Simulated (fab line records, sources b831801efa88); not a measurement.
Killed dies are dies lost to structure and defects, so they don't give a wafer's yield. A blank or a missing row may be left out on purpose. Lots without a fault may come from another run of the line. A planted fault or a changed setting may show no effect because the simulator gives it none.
One fault seen from 2 desks | flow gf180mcu | each desk has only its own numbers; what lay behind them comes last

THE TOOL OWNER'S DESK: litho_track-04
The tool's own readings at GF_MVPSD_HMDS_01 (prime time 60 s): means of the sampled wafers that have a number, for each lot that ran on this tool. A lot is out of limits, marked OUT, if its mean lies more than 4 standard deviations from the usual mean; the brackets give that distance.
Columns: A = prime_temp_c at GF_MVPSD_HMDS_01, usual 119.98 C
lot  | first seen here | A
L887 | day 4 16:49     | 119.91
L888 | day 4 21:19     | 119.98
L897 | day 7 07:25     | 123.04 (+22) OUT
L898 | day 7 12:01     | 122.94 (+21) OUT
This desk's finding: out of limits on L897, L898; first on L897, day 7 07:25 (prime_temp_c at GF_MVPSD_HMDS_01). In limits: L887, L888.

THE METROLOGY DESK
What the gauges read, lot by lot, whatever tool the lot ran on: means of the sampled wafers that have a number. A lot is out of limits, marked OUT, if its mean lies more than 4 standard deviations from the usual mean; the brackets give that distance.
Columns: A = cd_nm at GF_POLY_GATE_CD_MEAS_10, usual 280.0 nm
lot  | first seen here | A
L887 | day 9 04:45     | 279.2
L888 | day 9 10:15     | 279.6
L897 | day 12 06:28    | 280.5
L898 | day 12 14:45    | 281.1
L901 | day 13 10:05    | 282.0
L903 | day 14 02:33    | 279.0
L905 | day 14 12:07    | 279.0
L906 | day 14 22:04    | 279.7
L907 | day 15 02:23    | 277.8
L908 | day 15 07:44    | 279.4
L910 | day 16 02:16    | 281.2
This desk's finding: nothing out of limits on any of the 11 lots.

PUT TOGETHER
The tool owner's desk could have raised an alarm at day 7 07:25, on L897, L898.
The metrology desk saw nothing out of limits.
The metrology desk has L897, L898 on record, within its limits.
Of the lots named, all ran GF_MVPSD_HMDS_01 on litho_track-04.

WHAT THE SIMULATOR HAD PUT IN
Process parameter drift: litho_track-04, from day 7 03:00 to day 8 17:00, at GF_MVPSD_HMDS_01. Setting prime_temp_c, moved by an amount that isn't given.
Lots struck among those shown: L897, L898.
Hours from the fault's start to each desk's first reading out of limits: the tool owner's desk, 4.
